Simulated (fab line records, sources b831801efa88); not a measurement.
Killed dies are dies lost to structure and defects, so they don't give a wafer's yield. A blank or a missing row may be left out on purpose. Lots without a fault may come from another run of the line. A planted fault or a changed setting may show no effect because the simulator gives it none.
A struck lot beside a sound one | flow sfq_line | 14 steps out of a route of 325
Sound: wafers L477.1, L477.2, L477.5. Struck: wafer L489.5. (L489.2, L489.6 of the same lot were not struck and are left out.) The cause comes at the end.
At each step with rows: each side's tool, then ch and its chambers, then its first start. Under that, the readings that differ: sound wafers | struck wafers | difference of the means | sigmas: that difference in standard deviations of wafers without a fault.
alike: readings whose means differ by less than 2 such deviations, and words and numbers that are the same on both sides. not compared: withheld readings, readings that some wafer has no value for, bounds like >300 that may hide the same value, and numbers for which the record gives no deviation and whose values overlap.
The two part at a step that has a row with sigmas, a row that says differs or no value, or rows on one side only. Numbers that don't overlap but have no deviation are shown without sigmas and don't part them. A reading that every wafer of one side lacks parts them only if that side has two wafers or more.

first, 2 steps without rows for these wafers: SFQ_TRILAYER_I2_VIA_STRIP_SOLV_CLEAN_072 (cleans in NMP, time 600 s); SFQ_TRILAYER_M3_DEP_PRE_CLEAN_074 (time 22.5 s).
SFQ_TRILAYER_M3_DEP_SPUTTER_073: material Nb, target thk 200 nm, time 133.3 s.
  sound on pvd_sputter-06, day 37 22:47; struck on pvd_sputter-03, day 39 00:23
  alike: throttle_valve_pct
SFQ_M3_RS_MEAS_919: measures by four-point-probe.
  sound on film_metro-02, day 37 22:53; struck on film_metro-02, day 39 00:29
  alike: M3_NB_RS
then, 6 steps without rows for these wafers: SFQ_TRILAYER_M3_LITHO_COAT_080 (resist thk 62 nm); SFQ_TRILAYER_M3_LITHO_COAT_075 (resist thk 600 nm); SFQ_TRILAYER_M3_LITHO_SOFTBAKE_079; SFQ_TRILAYER_M3_LITHO_EXPOSE_076 (exposes mask M3, target cd 500 nm); SFQ_TRILAYER_M3_LITHO_PEB_078 (peb time 60 s); SFQ_TRILAYER_M3_LITHO_DEVELOP_077 (time 60 s).
-- the record jumps here: 4 days lie between the struck wafers' starts before and after --
SFQ_M3_OVL_MEAS_921:
  sound on overlay-02, day 42 06:41; struck on overlay-02, day 43 10:23
  alike: M3_OVL
SFQ_TRILAYER_M3_BARC_OPEN_METAL_ETCH_100: etches BARC in O2, target depth 125 nm, time 41.7 s.
  sound on rie_metal-04 ch 1, day 42 06:43; struck on rie_metal-03 ch 1, day 43 10:25
  reading                                             | sound           | struck | difference | sigmas
  drypump_motor_current_A (A)                         | 6.05 6.05 6.05  | 5.30   | -0.75      | -3
  model.KrF_of_TRILAYER_M3_LITHO_COAT_075.thk_nm (nm) | 520 520.4 521.6 | 536.1  | +15.4      |
  alike: oes_product_au
  not compared: rf_hours_counter_h
SFQ_TRILAYER_M3_ETCH_METAL_ETCH_078: etches Nb in Cl2/Ar, stops on SiO2, target depth 240 nm, time 120 s.
  sound on rie_metal-04 ch 1, day 42 06:50; struck on rie_metal-03 ch 1, day 43 10:29
  reading                                             | sound             | struck | difference | sigmas
  drypump_motor_current_A (A)                         | 6.05 6.04 6.05    | 5.29   | -0.76      | -3
  model.KrF_of_TRILAYER_M3_LITHO_COAT_075.thk_nm (nm) | 379.2 380.2 380.3 | 392.2  | +12.3      |
  alike: oes_product_au
  not compared: rf_hours_counter_h
SFQ_TRILAYER_M3_STRIP_STRIP_079: strips in O2.
  sound on rie_metal-04 ch 1, day 42 07:05; struck on rie_metal-03 ch 1, day 43 10:37
  reading                     | sound          | struck | difference | sigmas
  drypump_motor_current_A (A) | 6.06 6.06 6.07 | 5.29   | -0.77      | -3
  alike: oes_product_au, platen_temp_c
  not compared: rf_hours_counter_h

WHERE THEY PART
First at SFQ_TRILAYER_M3_BARC_OPEN_METAL_ETCH_100; last, within this record, at SFQ_TRILAYER_M3_STRIP_STRIP_079.

WHY: what the simulator had put in
Process parameter drift: rie_metal-03, from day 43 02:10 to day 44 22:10, at SFQ_TRILAYER_M3_BARC_OPEN_METAL_ETCH_100. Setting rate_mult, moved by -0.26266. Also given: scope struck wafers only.
